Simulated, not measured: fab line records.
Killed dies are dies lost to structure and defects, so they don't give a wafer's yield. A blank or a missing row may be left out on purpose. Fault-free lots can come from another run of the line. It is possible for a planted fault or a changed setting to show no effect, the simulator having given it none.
fab line records	flow gf180mcu
record: lots: 24	wafers: 72	last_day: 34
route steps=602 shown M3@424 M4@473 V4@480 MIM@512 V5@555
lots untouched by any fault: they come from a run of this same line in which no faults occurred
start_h: the number of hours between the record's first day and the start of the first shown wafer of the lot	wait_h: how many hours have passed since the lot's step before this one	" unchanged from the row above	L1.1+2: one row covering several wafers at once	- no value, or no start given	* or withheld: withheld	< > ~ a bound
route shown NAME@n: NAME is a module with steps in the file, n the number in the route of the first one	usual: mean/standard deviation of fault-free wafers	same: alike in all rows	chamber/n: place in a boat	sites: per-site readings	_std_site: the values' standard deviation	_edge_site: outer sites' mean less inner sites'	radius_mm: for every site, how far away it sits from the centre of the wafer	mask NAME#n: copy n	behind: the last tool/chamber to shape the wafer	hold: what put the lot on hold/how long, in hours/how the hold closed	device: whichever transistor did not switch (one of n, p or np)	end of line: tests run on the same wafers once the route is complete	step lacking rows: just its recipe	killed: dies lost to structure and defects at the first sort, not the wafer's yield	map: per-die view of a wafer (x killed, . not killed, _ where there is no die)
set.NAME: the setting as run; set.NAME@STEP: as run at that earlier step	model.NAME: the simulator's own value behind a step, which no gauge read
one table for each step of the route and one row for each wafer, over a sample of lots
services: when a tool's chamber went out of use (start_h, in hours from the record's first day, below 0 if earlier), for how many hours, and the reason
== steps ==
step: GF_M3_OVL_MEAS_15
usual: M3_OVL: -2/5.1
lot.wafer	tool	chamber	start_h	wait_h	M3_OVL[nm]
L074.3	overlay-01	-	487.37	0.1	-6
L074.5	"	-	"	"	-5
L074.6	"	-	"	"	0
L075.1	overlay-01	-	496.86	0.1	-11
L075.5	"	-	"	"	-6
L075.6	"	-	"	"	-4
L076.1	overlay-01	-	505.07	0.1	-10
L076.4	"	-	"	"	-3
L076.6	"	-	"	"	-2
L077.2	overlay-02	-	519.47	0.1	1
L077.5	"	-	"	"	1
L077.6	"	-	"	"	0
L078.1	overlay-02	-	527.92	0.1	0
L078.2	"	-	"	"	-14
L078.3	"	-	"	"	-7
L079.1	overlay-01	-	535.31	0.1	-1
L079.4	"	-	"	"	-2
L079.6	"	-	"	"	3
L080.2	overlay-01	-	540.63	0.1	1
L080.3	"	-	"	"	-3
L080.4	"	-	"	"	-2
L081.1	overlay-01	-	550.46	0.1	1
L081.5	"	-	"	"	-1
L081.6	"	-	"	"	-2
L082.1	overlay-02	-	560.87	0.1	-7
L082.3	"	-	"	"	-7
L082.5	"	-	"	"	1
L083.3	overlay-02	-	569.57	0.1	7
L083.5	"	-	"	"	-1
L083.6	"	-	"	"	-2
L084.1	overlay-01	-	583.81	0.1	-8
L084.5	"	-	"	"	-2
L084.6	"	-	"	"	-6
L085.1	overlay-02	-	588.84	0.1	-8
L085.3	"	-	"	"	-5
L085.4	"	-	"	"	-3
L086.1	overlay-02	-	613.06	0.1	-3
L086.4	"	-	"	"	3
L086.6	"	-	"	"	-3
L088.2	overlay-01	-	620.07	0.1	-8
L088.5	"	-	"	"	-12
L088.6	"	-	"	"	-8
L087.1	overlay-02	-	620.76	0.1	4
L087.4	"	-	"	"	2
L087.6	"	-	"	"	-9
L089.2	overlay-01	-	626.62	0.1	-3
L089.4	"	-	"	"	-1
L089.6	"	-	"	"	-5
L090.1	overlay-01	-	632.96	0.1	7
L090.5	"	-	"	"	2
L090.6	"	-	"	"	-2
L092.1	overlay-01	-	645.71	0.1	2
L092.3	"	-	"	"	-2
L092.6	"	-	"	"	-1
L091.2	overlay-01	-	647.27	0.1	-3
L091.5	"	-	"	"	-7
L091.6	"	-	"	"	2
L094.1	overlay-01	-	651.61	0.1	11
L094.2	"	-	"	"	4
L094.6	"	-	"	"	9
L093.3	overlay-01	-	656.52	0.1	-5
L093.5	"	-	"	"	-11
L093.6	"	-	"	"	5
L095.2	overlay-02	-	658.11	0.1	-7
L095.3	"	-	"	"	-4
L095.4	"	-	"	"	-5
L096.3	overlay-02	-	670.93	0.1	-3
L096.5	"	-	"	"	-4
L096.6	"	-	"	"	-3
L097.1	overlay-01	-	673.63	0.1	-3
L097.4	"	-	"	"	-6
L097.6	"	-	"	"	-6
step: GF_M4_STRIP_17
recipe: chemistry: O2/N2	power_w: 1400	pressure_mtorr: 1500	platen_temp_c: 250	o2_flow_sccm: 3000	n2_flow_sccm: 300	overash_fraction: 0.5
usual: drypump_motor_current_A: 5.6/0.37	heater_power_w: 345/46	oes_product_au: 0.536/0.0044	strip_time_to_endpoint_s: 7.35/0.045
lot.wafer	tool	chamber	start_h	wait_h	drypump_motor_current_A	heater_power_w	oes_product_au	rf_hours_counter_h	strip_time_to_endpoint_s
L074.3	plasma_asher-02	1	537.71	0.1	5.5	260	0.543	-	7.42
L074.5	"	0	"	"	5.6	347	0.545	-	7.43
L074.6	"	1	"	"	5.5	266	0.527	-	7.27
L075.1	plasma_asher-02	0	546.76	0.1	5.6	336	0.536	12	7.38
L075.5	"	0	"	"	5.6	348	0.535	-	7.39
L075.6	"	1	"	"	5.5	263	0.536	-	7.45
L076.1	plasma_asher-02	0	553.81	0.1	5.6	336	0.533	13	7.36
L076.4	"	0	"	"	5.6	338	0.539	-	7.37
L076.6	"	0	"	"	5.6	343	0.535	-	7.36
L077.2	plasma_asher-01	1	568.43	0.1	5.1	409	0.532	44	7.36
L077.5	"	1	"	"	5.1	413	0.525	-	7.29
L077.6	"	0	"	"	5.6	327	0.532	-	7.36
L078.1	plasma_asher-03	1	576.11	0.1	6.3	353	0.535	80	7.37
L078.2	"	0	"	"	5.5	363	0.533	80	7.33
L078.3	"	0	"	"	5.5	356	0.537	-	7.34
L079.1	plasma_asher-01	1	583.36	0.1	5.1	419	0.543	45	7.40
L079.4	"	0	"	"	5.6	331	0.543	-	7.35
L079.6	"	0	"	"	5.6	324	0.535	-	7.32
L080.2	plasma_asher-03	1	587.67	0.1	6.3	344	0.531	81	7.32
L080.3	"	0	"	"	5.4	363	0.533	-	7.40
L080.4	"	1	"	"	6.3	340	0.532	-	7.34
L081.1	plasma_asher-03	0	597.51	0.1	5.5	364	0.545	83	7.36
L081.5	"	0	"	"	5.5	362	0.535	-	7.27
L081.6	"	1	"	"	6.3	353	0.532	-	7.36
L082.1	plasma_asher-02	0	607.91	0.1	5.6	341	0.537	18	7.38
L082.3	"	1	"	"	5.5	257	0.541	-	7.37
L082.5	"	1	"	"	5.5	249	0.539	-	7.43
L083.3	plasma_asher-01	0	616.11	0.1	5.7	336	0.538	-	7.38
L083.5	"	1	"	"	5.1	411	0.535	-	7.38
L083.6	"	0	"	"	5.6	328	0.531	-	7.34
L084.1	plasma_asher-01	1	629.13	0.1	5.0	413	0.544	50	7.44
L084.5	"	0	"	"	5.6	318	0.536	-	7.31
L084.6	"	1	"	"	5.1	416	0.535	-	7.42
L085.1	plasma_asher-01	0	634.82	0.1	5.6	322	0.547	51	7.36
L085.3	"	1	"	"	5.1	419	0.541	-	7.33
L085.4	"	0	"	"	5.6	324	0.535	-	7.43
L086.1	plasma_asher-01	1	656.94	0.2	5.1	418	0.539	53	7.32
L086.4	"	0	"	"	5.6	329	0.534	-	7.35
L086.6	"	1	"	"	5.1	420	0.530	-	7.35
L088.2	plasma_asher-01	1	662.82	0.1	5.1	406	0.537	54	7.28
L088.5	"	0	"	"	5.6	335	0.533	-	7.26
L088.6	"	1	"	"	5.1	409	0.530	-	7.29
L087.1	plasma_asher-03	0	663.47	0.1	5.5	361	0.540	91	7.36
L087.4	"	1	"	"	6.3	348	0.532	-	7.32
L087.6	"	0	"	"	5.5	359	0.536	-	7.32
L089.2	plasma_asher-03	0	668.97	0.1	5.5	359	0.539	91	7.35
L089.4	"	1	"	"	6.3	353	0.534	-	7.32
L089.6	"	0	"	"	5.5	359	0.530	-	7.33
L090.1	plasma_asher-03	1	674.46	0.1	6.3	360	0.539	92	7.40
L090.5	"	1	"	"	6.3	352	0.537	-	7.30
L090.6	"	0	"	"	5.5	368	0.536	-	7.39
L092.1	plasma_asher-01	1	687.17	0.1	5.1	421	0.541	58	7.32
L092.3	"	1	"	"	5.1	422	0.543	-	7.33
L092.6	"	1	"	"	5.1	412	0.532	-	7.34
L091.2	plasma_asher-02	0	688.83	0.1	5.6	340	0.533	22	7.27
L091.5	"	0	"	"	5.6	336	0.536	-	7.33
L091.6	"	1	"	"	5.5	255	0.536	-	7.27
L094.1	plasma_asher-03	1	694.42	0.1	6.3	358	0.537	95	7.32
L094.2	"	0	"	"	5.5	370	0.533	95	7.35
L094.6	"	1	"	"	6.3	359	0.536	-	7.35
L093.3	plasma_asher-01	0	698.12	0.2	5.6	325	0.535	-	7.39
L093.5	"	0	"	"	5.6	321	0.533	-	7.37
L093.6	"	1	"	"	5.1	415	0.530	-	7.32
L095.2	plasma_asher-03	1	699.30	0.1	6.3	347	0.536	96	7.26
L095.3	"	0	"	"	5.5	362	0.529	-	7.30
L095.4	"	1	"	"	6.3	347	0.533	-	7.36
L096.3	plasma_asher-02	0	711.54	0.2	5.6	336	0.530	-	7.36
L096.5	"	1	"	"	5.5	259	0.535	-	7.37
L096.6	"	0	"	"	5.6	338	0.534	-	7.32
L097.1	plasma_asher-02	0	714.73	0.1	5.6	338	0.532	25	7.33
L097.4	"	1	"	"	5.5	260	0.543	-	7.32
L097.6	"	1	"	"	5.5	257	0.533	-	7.27
step: GF_V4_CMP_04
recipe: material: SiO2	down_force_psi: 4	platen_rpm: 60	pad_velocity_m_s: 0.94248
usual: motor_current_A: 12.3/1.1	time_to_endpoint_s: 78/6.4
lot.wafer	tool	chamber	start_h	wait_h	motor_current_A	time_to_endpoint_s
L074.3	cmp-01	0	538.62	0.2	12.1	90
L074.6	"	1	"	"	13.1	88
L074.5	"	2	"	"	11.0	90
L075.1	cmp-02	3	547.61	0.1	11.1	71
L075.6	"	2	"	"	11.5	80
L075.5	"	3	"	"	11.5	71
L076.4	cmp-02	0	554.64	0.0	12.6	81
L076.1	"	1	"	"	14.5	65
L076.6	"	1	"	"	14.9	67
L077.2	cmp-02	0	569.34	0.1	12.3	75
L077.6	"	3	"	"	11.5	74
L077.5	"	0	"	"	12.5	79
L078.2	cmp-01	0	576.91	0.0	11.5	80
L078.3	"	1	"	"	13.2	80
L078.1	"	3	"	"	12.0	71
L079.1	cmp-02	0	584.19	0.1	12.6	72
L079.4	"	1	"	"	14.6	66
L079.6	"	1	"	"	15.4	72
L080.4	cmp-02	1	588.59	0.0	14.1	73
L080.2	"	2	"	"	12.1	80
L080.3	"	3	"	"	11.5	73
L081.1	cmp-01	3	598.47	0.2	12.3	75
L081.6	"	0	"	"	12.0	85
L081.5	"	1	"	"	13.0	82
L082.1	cmp-02	1	608.72	0.1	15.9	71
L082.3	"	0	"	"	12.7	71
L082.5	"	1	"	"	14.6	73
L083.3	cmp-01	1	617.00	0.1	12.3	78
L083.5	"	3	"	"	12.8	75
L083.6	"	0	"	"	11.6	78
L084.1	cmp-01	1	630.09	0.1	13.2	70
L084.5	"	3	"	"	12.0	76
L084.6	"	0	"	"	11.5	79
L085.4	cmp-02	2	635.65	0.0	12.0	80
L085.3	"	3	"	"	11.3	72
L085.1	"	0	"	"	12.1	79
L086.1	cmp-01	1	657.93	0.2	12.8	76
L086.4	"	3	"	"	11.3	81
L086.6	"	1	"	"	12.6	75
L088.2	cmp-02	2	663.67	0.1	11.4	68
L088.5	"	1	"	"	14.0	70
L088.6	"	2	"	"	11.9	78
L087.1	cmp-02	1	664.80	0.1	14.3	69
L087.4	"	2	"	"	12.3	84
L087.6	"	3	"	"	10.6	73
L089.2	cmp-01	1	669.87	0.1	13.3	75
L089.4	"	2	"	"	11.1	74
L089.6	"	3	"	"	12.4	82
L090.1	cmp-01	2	676.19	1.0	11.3	79
L090.5	"	0	"	"	11.7	82
L090.6	"	1	"	"	13.1	70
L092.1	cmp-02	1	687.97	0.1	14.7	71
L092.3	"	0	"	"	12.1	82
L092.6	"	2	"	"	11.7	88
L091.2	cmp-01	2	689.63	0.0	11.9	81
L091.5	"	2	"	"	12.1	89
L091.6	"	3	"	"	12.1	84
L094.2	cmp-02	2	695.26	0.0	12.3	79
L094.1	"	1	"	"	14.6	72
L094.6	"	2	"	"	11.8	94
L093.3	cmp-01	2	699.02	0.1	11.5	84
L093.6	"	0	"	"	11.8	90
L093.5	"	1	"	"	13.1	81
L095.2	cmp-01	0	700.14	0.0	11.8	79
L095.4	"	2	"	"	12.3	86
L095.3	"	3	"	"	11.9	78
L096.3	cmp-01	1	712.39	0.1	12.9	73
L096.5	"	0	"	"	11.6	84
L096.6	"	1	"	"	12.5	73
L097.4	cmp-01	2	715.70	0.2	10.9	81
L097.1	"	3	"	"	12.5	77
L097.6	"	1	"	"	13.4	75
step: GF_V4_OVL_MEAS_15
usual: V4_OVL: -3/5.9
lot.wafer	tool	chamber	start_h	wait_h	V4_OVL[nm]
L074.3	overlay-02	-	561.83	0.1	-4
L074.5	"	-	"	"	-10
L074.6	"	-	"	"	-2
L075.1	overlay-01	-	570.36	0.1	0
L075.5	"	-	"	"	-1
L075.6	"	-	"	"	9
L076.1	overlay-02	-	576.90	0.1	-3
L076.4	"	-	"	"	4
L076.6	"	-	"	"	5
L077.2	overlay-02	-	591.40	0.1	-16
L077.5	"	-	"	"	-5
L077.6	"	-	"	"	-13
L078.1	overlay-01	-	599.56	0.1	-10
L078.2	"	-	"	"	-4
L078.3	"	-	"	"	-3
L079.1	overlay-01	-	606.31	0.1	-8
L079.4	"	-	"	"	-7
L079.6	"	-	"	"	-10
L080.2	overlay-02	-	610.67	0.1	-14
L080.3	"	-	"	"	-11
L080.4	"	-	"	"	-20
L081.1	overlay-01	-	619.17	0.1	3
L081.5	"	-	"	"	7
L081.6	"	-	"	"	4
L082.1	overlay-02	-	629.80	0.1	7
L082.3	"	-	"	"	-1
L082.5	"	-	"	"	3
L083.3	overlay-02	-	637.71	0.1	-6
L083.5	"	-	"	"	-1
L083.6	"	-	"	"	-8
L084.1	overlay-01	-	650.10	0.1	-8
L084.5	"	-	"	"	-6
L084.6	"	-	"	"	0
L085.1	overlay-02	-	655.66	0.1	2
L085.3	"	-	"	"	-1
L085.4	"	-	"	"	-5
L086.1	overlay-02	-	677.31	0.1	-1
L086.4	"	-	"	"	2
L086.6	"	-	"	"	-2
L088.2	overlay-02	-	683.27	0.1	-4
L088.5	"	-	"	"	3
L088.6	"	-	"	"	0
L087.1	overlay-02	-	684.17	0.1	7
L087.4	"	-	"	"	-3
L087.6	"	-	"	"	-3
L089.2	overlay-02	-	689.20	0.1	-4
L089.4	"	-	"	"	1
L089.6	"	-	"	"	3
L090.1	overlay-02	-	695.75	0.1	4
L090.5	"	-	"	"	6
L090.6	"	-	"	"	9
L092.1	overlay-02	-	707.40	0.1	-7
L092.3	"	-	"	"	-6
L092.6	"	-	"	"	1
L091.2	overlay-01	-	708.82	0.1	-7
L091.5	"	-	"	"	-9
L091.6	"	-	"	"	-15
L094.1	overlay-02	-	714.26	0.1	0
L094.2	"	-	"	"	0
L094.6	"	-	"	"	3
L093.3	overlay-01	-	717.68	0.1	-14
L093.5	"	-	"	"	-10
L093.6	"	-	"	"	-6
L095.2	overlay-01	-	718.82	0.1	0
L095.3	"	-	"	"	4
L095.4	"	-	"	"	-8
L096.3	overlay-02	-	730.11	0.1	-1
L096.5	"	-	"	"	8
L096.6	"	-	"	"	4
L097.1	overlay-02	-	732.96	0.1	6
L097.4	"	-	"	"	-5
L097.6	"	-	"	"	-1
step: GF_MIM_SPUTTER_09
recipe: material: TiN	target_thk_nm: 35	power_w: 6500	time_s: 29.2	chamber_pressure_pa: 0.4
usual: cathode_dc_power_W: 6499.9/1.1	throttle_valve_pct: 30.1/1.1
lot.wafer	tool	chamber	start_h	wait_h	cathode_dc_power_W	throttle_valve_pct
L074.3	pvd_sputter-01	-	563.72	0.0	6501.7	30.8
L074.5	"	-	"	"	6501.0	30.6
L074.6	"	-	"	"	6499.9	28.7
L075.1	pvd_sputter-04	-	572.18	0.0	6500.0	30.0
L075.5	"	-	"	"	6499.9	30.4
L075.6	"	-	"	"	6498.4	30.0
L076.1	pvd_sputter-03	-	578.73	0.0	6502.1	30.1
L076.4	"	-	"	"	6500.4	30.1
L076.6	"	-	"	"	6499.0	30.2
L077.2	pvd_sputter-04	-	593.19	0.0	6499.5	30.3
L077.5	"	-	"	"	6499.1	31.7
L077.6	"	-	"	"	6498.0	29.9
L078.1	pvd_sputter-01	-	601.34	0.0	6498.0	29.0
L078.2	"	-	"	"	6498.7	28.8
L078.3	"	-	"	"	6498.9	30.2
L079.1	pvd_sputter-04	-	608.09	0.0	6502.7	30.2
L079.4	"	-	"	"	6499.8	31.7
L079.6	"	-	"	"	6501.0	29.7
L080.2	pvd_sputter-04	-	612.44	0.0	6502.2	28.8
L080.3	"	-	"	"	6498.7	30.6
L080.4	"	-	"	"	6500.7	29.9
L081.1	pvd_sputter-04	-	620.94	0.0	6501.1	28.3
L081.5	"	-	"	"	6500.6	28.4
L081.6	"	-	"	"	6500.3	30.6
L082.1	pvd_sputter-04	-	636.29	0.0	6501.1	29.8
L082.3	"	-	"	"	6497.6	31.6
L082.5	"	-	"	"	6502.1	31.8
L083.3	pvd_sputter-01	-	639.48	0.0	6499.1	29.3
L083.5	"	-	"	"	6499.5	28.8
L083.6	"	-	"	"	6501.5	30.7
L084.1	pvd_sputter-01	-	651.88	0.0	6500.7	29.0
L084.5	"	-	"	"	6502.2	28.9
L084.6	"	-	"	"	6501.5	30.3
L085.1	pvd_sputter-01	-	657.47	0.0	6499.6	28.7
L085.3	"	-	"	"	6501.1	28.8
L085.4	"	-	"	"	6499.1	30.0
L086.1	pvd_sputter-01	-	679.16	0.0	6500.5	28.9
L086.4	"	-	"	"	6500.0	30.4
L086.6	"	-	"	"	6498.5	28.7
L088.2	pvd_sputter-01	-	685.11	0.0	6498.8	29.0
L088.5	"	-	"	"	6500.2	28.9
L088.6	"	-	"	"	6501.6	30.1
L087.1	pvd_sputter-04	-	685.94	0.0	6500.9	31.6
L087.4	"	-	"	"	6500.7	30.0
L087.6	"	-	"	"	6499.6	31.9
L089.2	pvd_sputter-01	-	690.98	0.0	6499.3	28.7
L089.4	"	-	"	"	6498.2	30.7
L089.6	"	-	"	"	6500.4	28.9
L090.1	pvd_sputter-04	-	697.57	0.0	6501.1	28.9
L090.5	"	-	"	"	6499.2	29.9
L090.6	"	-	"	"	6500.7	31.3
L092.1	pvd_sputter-01	-	709.17	0.0	6499.7	30.6
L092.3	"	-	"	"	6498.4	29.2
L092.6	"	-	"	"	6499.3	30.6
L091.2	pvd_sputter-04	-	710.80	0.0	6500.5	31.9
L091.5	"	-	"	"	6499.7	30.1
L091.6	"	-	"	"	6501.0	30.5
L094.1	pvd_sputter-01	-	716.03	0.0	6499.7	30.2
L094.2	"	-	"	"	6499.0	29.0
L094.6	"	-	"	"	6500.7	30.5
L093.3	pvd_sputter-04	-	719.43	0.0	6498.6	30.5
L093.5	"	-	"	"	6500.5	31.8
L093.6	"	-	"	"	6500.0	28.5
L095.2	pvd_sputter-03	-	720.59	0.0	6499.8	29.8
L095.3	"	-	"	"	6498.9	31.9
L095.4	"	-	"	"	6500.3	32.0
L096.3	pvd_sputter-03	-	731.93	0.0	6498.9	32.1
L096.5	"	-	"	"	6501.0	32.0
L096.6	"	-	"	"	6498.5	32.3
L097.1	pvd_sputter-04	-	734.79	0.0	6498.3	30.3
L097.4	"	-	"	"	6500.4	31.8
L097.6	"	-	"	"	6499.9	30.0
step: GF_V5_OVL_MEAS_15
usual: V5_OVL: 2/5.1
lot.wafer	tool	chamber	start_h	wait_h	V5_OVL[nm]
L074.3	overlay-01	-	628.92	0.1	13
L074.5	"	-	"	"	3
L074.6	"	-	"	"	10
L075.1	overlay-02	-	636.41	0.1	0
L075.5	"	-	"	"	-3
L075.6	"	-	"	"	1
L076.1	overlay-01	-	643.60	0.1	9
L076.4	"	-	"	"	5
L076.6	"	-	"	"	8
L077.2	overlay-02	-	656.86	0.1	10
L077.5	"	-	"	"	-4
L077.6	"	-	"	"	6
L078.1	overlay-01	-	663.86	0.1	5
L078.2	"	-	"	"	4
L078.3	"	-	"	"	-1
L079.1	overlay-01	-	670.16	0.1	2
L079.4	"	-	"	"	7
L079.6	"	-	"	"	4
L080.2	overlay-02	-	673.95	0.1	-4
L080.3	"	-	"	"	-5
L080.4	"	-	"	"	1
L081.1	overlay-01	-	681.06	0.1	-4
L081.5	"	-	"	"	9
L081.6	"	-	"	"	7
L082.1	overlay-02	-	696.33	0.1	10
L082.3	"	-	"	"	7
L082.5	"	-	"	"	4
L083.3	overlay-02	-	699.42	0.1	5
L083.5	"	-	"	"	9
L083.6	"	-	"	"	1
L084.1	overlay-01	-	709.46	0.1	2
L084.5	"	-	"	"	4
L084.6	"	-	"	"	-1
L085.1	overlay-01	-	715.16	0.1	8
L085.3	"	-	"	"	-7
L085.4	"	-	"	"	2
L086.1	overlay-01	-	734.63	0.1	1
L086.4	"	-	"	"	4
L086.6	"	-	"	"	-3
L088.2	overlay-01	-	740.16	0.1	-4
L088.5	"	-	"	"	-8
L088.6	"	-	"	"	-4
L087.1	overlay-02	-	741.41	0.1	3
L087.4	"	-	"	"	-2
L087.6	"	-	"	"	-8
L089.2	overlay-02	-	745.86	0.1	-2
L089.4	"	-	"	"	-2
L089.6	"	-	"	"	-1
L090.1	overlay-02	-	750.91	0.1	0
L090.5	"	-	"	"	0
L090.6	"	-	"	"	5
L092.1	overlay-01	-	763.01	0.1	6
L092.3	"	-	"	"	-2
L092.6	"	-	"	"	3
L091.2	overlay-01	-	764.06	0.1	15
L091.5	"	-	"	"	7
L091.6	"	-	"	"	3
L094.1	overlay-01	-	770.21	0.1	-1
L094.2	"	-	"	"	0
L094.6	"	-	"	"	-3
L093.3	overlay-02	-	772.61	0.1	-3
L093.5	"	-	"	"	4
L093.6	"	-	"	"	4
L095.2	overlay-01	-	773.55	0.1	5
L095.3	"	-	"	"	3
L095.4	"	-	"	"	9
L096.3	overlay-02	-	782.32	0.1	7
L096.5	"	-	"	"	8
L096.6	"	-	"	"	-1
L097.1	overlay-01	-	785.44	0.1	-15
L097.4	"	-	"	"	-1
L097.6	"	-	"	"	4
== services ==
tool	chamber	start_h	hours	kind
cmp-02	-	516.91	0.6	repair
pvd_sputter-01	-	525.14	7.5	repair
pvd_sputter-01	1	543.37	-	consumable_replace:kit
pvd_sputter-01	1	543.37	18.0	scheduled_down
cmp-01	-	551.87	8.7	pm
cmp-01	-	572.00	4.0	pm
cmp-01	-	574.24	2.2	repair
cmp-01	-	576.00	-	consumable_replace:conditioner
cmp-01	-	576.00	-	consumable_replace:pad
pvd_sputter-04	-	595.17	2.0	repair
cmp-01	-	605.53	1.4	repair
cmp-02	-	616.41	1.1	repair
pvd_sputter-04	2	620.97	-	consumable_replace:kit
cmp-01	-	623.81	1.3	repair
plasma_asher-01	-	624.71	2.8	repair
plasma_asher-02	-	633.93	10.4	pm
cmp-01	-	638.51	0.9	repair
plasma_asher-02	-	652.73	31.9	repair
cmp-02	-	673.44	11.1	pm
pvd_sputter-03	-	700.07	2.1	repair
cmp-02	-	709.09	5.2	pm
cmp-02	-	718.62	0.3	repair
plasma_asher-03	-	721.43	4.5	repair
cmp-01	-	723.25	0.7	repair
== key ==
fault none
